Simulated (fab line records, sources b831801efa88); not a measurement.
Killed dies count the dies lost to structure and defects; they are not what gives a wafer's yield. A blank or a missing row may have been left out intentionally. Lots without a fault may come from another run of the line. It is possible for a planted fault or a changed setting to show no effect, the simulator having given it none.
Struck lot and sound lot, side by side | flow sfq-line | 17 steps out of a route of 325
Sound: wafers L976.1, L976.2, L976.3. The struck wafers were L986.2, L986.3, L986.6. The cause is named last.
Per side, at each step with rows, come the tool, then ch with its chambers, and then its first start. Under that, the readings that differ: sound wafers | struck wafers | difference of the means | sigmas: that difference in standard deviations of wafers without a fault.
alike: readings whose means differ by less than 2 such deviations, and words and numbers that are the same on both sides. not compared: withheld readings, readings that some wafer has no value for, bounds like >300 that may hide the same value, and numbers for which the record gives no deviation and whose values overlap.
A row with sigmas, a row that says differs or no value, or rows on one side alone: a step with any of these is where the two part. Numbers that don't overlap but have no deviation are shown without sigmas and don't part them. A reading that every wafer of one side lacks parts them only if that side has two wafers or more.

first, 1 step without rows for these wafers: SFQ_TRILAYER_M5_STRIP_SOLV_CLEAN_128 (cleans in NMP, time 600 s).
SFQ_TRILAYER_A5B_DEP_PECVD_129: deposits SiO2 from SiH4/N2O, time 133.33 s, target thk 600 nm.
  sound on pecvd-03 ch 0,1,2, day 52 19:36; struck on pecvd-04 ch 0,2, day 68 11:05
  alike: heater-power-w, throttle-valve-pct
SFQ_TRILAYER_A5B_CMP_CMP_130: polishes, stops on Nb, target thk 340.7 nm.
  sound on cmp-02 ch 0,2,3, day 53 05:09; struck on cmp-01 ch 1,3, day 68 11:42
  alike: motor-current-A, slurry-flow-ml-min
SFQ_TRILAYER_A5B_METRO_MEASURE_131:
  sound on film-metro-04 at day 53 08:09; struck on film-metro-02 at day 68 14:54
  alike: thk-nm
SFQ_TRILAYER_R5_DEP_SPUTTER_132: material Ti, target thk 5 nm, time 5 s.
  sound on pvd-sputter-04 at day 53 09:21; struck on pvd-sputter-04 at day 68 15:54
  alike: throttle-valve-pct
then, 2 steps without rows for these wafers: SFQ_TRILAYER_R5_DEP_SPUTTER_133 (material MoNx, target thk 40 nm, time 66.7 s); SFQ_TRILAYER_R5_DEP_SPUTTER_134 (material Ti, target thk 5 nm, time 5 s).
SFQ_R5_RS_MEAS_933: measurement is done with a four-point probe.
  sound on film-metro-03 at day 53 09:26; struck on film-metro-01 at day 68 16:01
  reading             | sound          | struck         | difference | sigmas
  R5_MONX_RS (ohm/sq) | 6.93 6.87 6.86 | 7.12 7.09 7.06 | +0.20      | +2
SFQ_R5_THK_MEAS_934: measures by xrf.
  sound on film-metro-03 at day 53 09:34; struck on film-metro-01 at day 68 16:07
  reading          | sound          | struck         | difference | sigmas
  R5_MONX_THK (nm) | 40.3 40.4 40.6 | 39.3 39.3 39.5 | -1.1       | -2
then, 3 steps without rows for these wafers: SFQ_TRILAYER_R5_LITHO_COAT_141 (resist thk 62 nm); SFQ_TRILAYER_R5_LITHO_COAT_136 (resist thk 600 nm); SFQ_TRILAYER_R5_LITHO_SOFTBAKE_140.
SFQ_TRILAYER_R5_LITHO_EXPOSE_137: exposes mask R5, target cd 500 nm.
  sound on krf-scanner-01 ch 0, day 59 04:44; struck on krf-scanner-01 ch 0, day 68 19:30
  reading                    | sound             | struck            | difference | sigmas
  model.R5.overlay-x-nm (nm) | 6.591 6.591 6.591 | 165.4 165.4 165.4 | +158.8     |
  alike: mask
then, 2 steps without rows for these wafers: SFQ_TRILAYER_R5_LITHO_PEB_139 (peb time 60 s); SFQ_TRILAYER_R5_LITHO_DEVELOP_138 (time 60 s).
SFQ_R5_OVL_MEAS_935:
  sound on overlay-01 at day 59 06:14; struck on overlay-01 at day 68 20:48
  reading     | sound | struck      | difference | sigmas
  R5_OVL (nm) | 6 3 1 | 165 164 166 | +162       | +29
SFQ_TRILAYER_R5_BARC_OPEN_METAL_ETCH_177: etches BARC in O2, target depth 125 nm, time 41.7 s.
  sound on rie-metal-02 ch 0,1, day 59 06:16; struck on rie-metal-04 ch 0,1, day 68 20:50
  alike: bias-w, drypump-motor-current-A, oes-product-au
  not compared: rf-hours-counter-h

## WHERE THEY PART
First at SFQ_R5_RS_MEAS_933; last, within this record, at SFQ_R5_OVL_MEAS_935. Later steps at which nothing parts them and some readings are alike: SFQ_TRILAYER_R5_BARC_OPEN_METAL_ETCH_177.

WHY: what had been put in by the simulator
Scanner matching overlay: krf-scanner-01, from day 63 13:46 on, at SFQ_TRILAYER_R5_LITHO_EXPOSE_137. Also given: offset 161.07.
